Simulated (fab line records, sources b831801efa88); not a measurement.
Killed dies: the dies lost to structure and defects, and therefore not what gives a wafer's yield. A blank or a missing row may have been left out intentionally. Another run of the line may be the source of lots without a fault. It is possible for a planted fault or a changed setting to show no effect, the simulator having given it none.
Which tool was responsible? :: flow sky130 :: Sampling: 12 lots, 36 wafers, 2 of 708 route steps

## WHAT THE GAUGES SHOWED, per wafer
SKY_VIA3_OVL_MEAS_13.
lot: L209
measured: day 39 23:42
on: overlay-01
VIA3_OVL (nm): 4 11 4

lot: L212
measured: day 40 16:44
on: overlay-01
VIA3_OVL (nm): 7 0 0

lot: L213
measured: day 41 03:26
on: overlay-01
VIA3_OVL (nm): 4 -2 6

lot: L216
measured: day 42 05:20
on: overlay-01
VIA3_OVL (nm): 4 11 1

lot: L214
measured: day 42 06:38
on: overlay-02
VIA3_OVL (nm): 2 -1 6

lot: L218
measured: day 42 13:43
on: overlay-01
VIA3_OVL (nm): 2 -8 4

lot: L219
measured: day 42 17:26
on: overlay-02
VIA3_OVL (nm): 5 1 8

lot: L221
measured: day 43 06:02
on: overlay-02
VIA3_OVL (nm): -2 6 9

lot: L222
measured: day 43 10:15
on: overlay-02
VIA3_OVL (nm): -1 10 0

lot: L223
measured: day 43 18:20
on: overlay-01
VIA3_OVL (nm): 3 5 10

lot: L224
measured: day 44 08:24
on: overlay-01
VIA3_OVL (nm): -1 9 1

lot: L231
measured: day 47 00:26
on: overlay-02
VIA3_OVL (nm): 5 0 10

SKY_VIA3_THK_MEAS_23: measures by xrf.
lot: L209
measured: day 40 00:46
on: film_metro-02
VIA3_W_THK (nm): 381 381 381

lot: L212
measured: day 40 17:46
on: film_metro-03
VIA3_W_THK (nm): 390 392 396

lot: L213
measured: day 41 04:40
on: film_metro-03
VIA3_W_THK (nm): 383 379 383

lot: L216
measured: day 42 06:23
on: film_metro-03
VIA3_W_THK (nm): 376 387 388

lot: L214
measured: day 42 07:41
on: film_metro-02
VIA3_W_THK (nm): 382 373 378

lot: L218
measured: day 42 14:53
on: film_metro-03
VIA3_W_THK (nm): 388 392 382

lot: L219
measured: day 42 18:30
on: film_metro-03
VIA3_W_THK (nm): 384 376 379

lot: L221
measured: day 43 07:04
on: film_metro-03
VIA3_W_THK (nm): 379 390 388

lot: L222
measured: day 43 11:24
on: film_metro-04
VIA3_W_THK (nm): 384 380 386

lot: L223
measured: day 43 19:23
on: film_metro-03
VIA3_W_THK (nm): 386 383 387

lot: L224
measured: day 44 09:26
on: film_metro-02
VIA3_W_THK (nm): 375 380 380

lot: L231
measured: day 47 01:28
on: film_metro-04
VIA3_W_THK (nm): 389 393 386

## WHAT TOOL EACH LOT RAN ON (gives the tool, then ch and the chambers of the sampled wafers, and finally the start)
Before these readings, the record contains no process step.

## WHAT THE TOOLS THEMSELVES READ (means of the sampled wafers that have a number; where no wafer has one, the mark that the record gives instead)
The record holds no such reading with a usual standard deviation.

## THE ANSWER, worked out from the rows above alone
Rule: usual is defined by the lots themselves. Put in order of their means at a reading, lots are off if they are a third of the lots or fewer, leave a main group of 4 or more, and stand apart from it by a gap of 3 or more times the standard deviation of the main group's means; of several such gaps the widest counts. The tables above print the reading to a certain number of digits; a main group whose means all agree to those digits is not used. A lot without any number at a reading at which 4 lots or more have one is off too. The other lots that the step has rows for count as sound. Order of review: gauges by route order, followed by the tools' own readings, for which a lot's mean as printed above is used. At the first step where some lot is off, the reading lying furthest off is the one used; lots without a number count as furthest.
None of the lots is off at any reading shown; this tells nothing.

## WHAT THE SIMULATOR HAD PUT IN
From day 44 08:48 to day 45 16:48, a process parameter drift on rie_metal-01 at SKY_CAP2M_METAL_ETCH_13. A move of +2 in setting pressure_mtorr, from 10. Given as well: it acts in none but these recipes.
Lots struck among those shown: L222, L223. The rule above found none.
